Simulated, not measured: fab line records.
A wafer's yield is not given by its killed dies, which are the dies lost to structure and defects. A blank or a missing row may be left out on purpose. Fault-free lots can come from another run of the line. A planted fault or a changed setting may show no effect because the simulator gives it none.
Matching of chambers ; flow sky130 ; SKY_LI_CONTACT_CMP_24 on cmp-01 has 4 sister chambers
The step polishes, stops on PSG, t overpolish 20 s, target thk 0 nm. 14 wafers are shown with their chamber, then 7 later ones without.

== EACH WAFER AND ITS CHAMBER ==
wafer;chamber;time-to-endpoint-s (s);motor-current-A (A)
L352.3;1;93;10.6
L352.5;1;93;10.3
L352.6;0;95;11.4
L357.2;1;95;10.0
L357.5;1;94;10.2
L357.6;2;102;10.3
L356.1;2;101;10.2
L356.2;3;94;11.1
L356.3;1;97;10.5
L360.4;0;100;10.3
L360.5;2;102;10.0
L360.6;1;96;10.8
L362.1;2;98;10.9
L362.3;3;95;11.9

SIGNATURES (averages over the wafers above)
reading;chamber 0;chamber 1;chamber 2;chamber 3;scatter within a chamber
time-to-endpoint-s;97.50;94.67;100.75;94.50;1.93
motor-current-A;10.850;10.400;10.350;11.500;0.424
Rule: distance of a wafer from a chamber = root of the sum over the readings of ((wafer's reading minus chamber's mean) / reading's scatter) squared. If the next closest chamber is less than 2 further off than the closest, the wafer can't be placed; otherwise it belongs to the closest. The scatter: the root of (the sum of the squares of (reading less its chamber's mean) over the shown wafers, divided by (wafers less chambers)).

== WAFERS WITHOUT THEIR CHAMBER ==
wafer;time-to-endpoint-s (s);motor-current-A (A)
L362.6;95;10.5
L369.3;92;11.3
L370.4;94;10.5
L370.6;89;11.7
L372.2;96;10.9
L372.4;93;10.4
L372.6;92;10.6

== CHAMBER TAKEN BY EACH ==
wafer;from the rows above;in truth
L362.6;can't be placed: 1 or 0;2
L369.3;can't be placed: 3 or 1 or 0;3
L370.4;can't be placed: 1 or 0 or 3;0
L370.6;can't be placed: 3 or 1 or 0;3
L372.2;can't be placed: 0 or 1 or 3 or 2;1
L372.4;can't be placed: 1 or 0 or 3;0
L372.6;can't be placed: 1 or 3 or 0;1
0 of 7 placed correctly. Not placeable from these rows: 7 (in 6, the candidates include the true chamber). 0 placed wrongly.
